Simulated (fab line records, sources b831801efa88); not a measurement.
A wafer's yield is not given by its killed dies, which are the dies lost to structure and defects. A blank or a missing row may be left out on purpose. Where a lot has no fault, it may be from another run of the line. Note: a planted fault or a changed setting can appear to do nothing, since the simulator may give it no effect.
The same fault as seen by 2 desks	flow sky130	numbers are kept per desk, each desk with only its own; the story behind them comes last

## FROM THE METROLOGY DESK
Means of the sampled wafers that have a number, per lot and without regard to the tool the lot ran on: this is what the gauges read. Marked OUT: a lot whose mean sits more than 4 standard deviations from the usual mean, which makes it out of limits; the brackets give that distance.
Columns: A = LDD_N_OVL at SKY_LDD_N_OVL_MEAS_07, usual -0.5 nm
lot	first seen here	A
L557	day 20 16:59	-2.0
L564	day 23 18:29	0.0
L565	day 23 22:45	0.3
L566	day 24 01:38	1.7
L567	day 24 08:37	-1.7
L571	day 26 01:23	3.0
This desk found nothing out of limits on any of the 6 lots.

## THE TOOL OWNER'S DESK: implanter-02
For each lot that ran on this tool, the mean over its sampled wafers that have a number, from the tool's own readings at SKY_LDD_N_IMPLANT_12. Marked OUT: a lot whose mean sits more than 4 standard deviations from the usual mean, which makes it out of limits; the brackets give that distance.
Columns: A = beam_energy_keV at SKY_LDD_N_IMPLANT_12, usual 50.000
lot	first seen here	A
L564	day 23 19:10	49.984
L565	day 23 23:26	29.484 (-99 or more) OUT
L566	day 24 02:17	29.461 (-99 or more) OUT
This desk finds L565, L566 out of limits, L565 being first, at day 23 23:26 (beam_energy_keV at SKY_LDD_N_IMPLANT_12). Within limits: L564.

## PUT TOGETHER
The tool owner's desk could have raised an alarm at day 23 23:26, on L565, L566.
The metrology desk saw nothing out of limits.
The metrology desk holds a record of L565, L566, inside its limits.
The lots listed all ran SKY_LDD_N_IMPLANT_12 on implanter-02.

## WHAT THE SIMULATOR HAD PUT IN
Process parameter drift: implanter-02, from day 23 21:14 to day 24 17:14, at SKY_LDD_N_IMPLANT_12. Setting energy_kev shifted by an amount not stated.
Lots struck among those shown: L565, L566.
Time in hours from fault onset to the first out-of-limits reading at each desk: the tool owner's desk, 2.
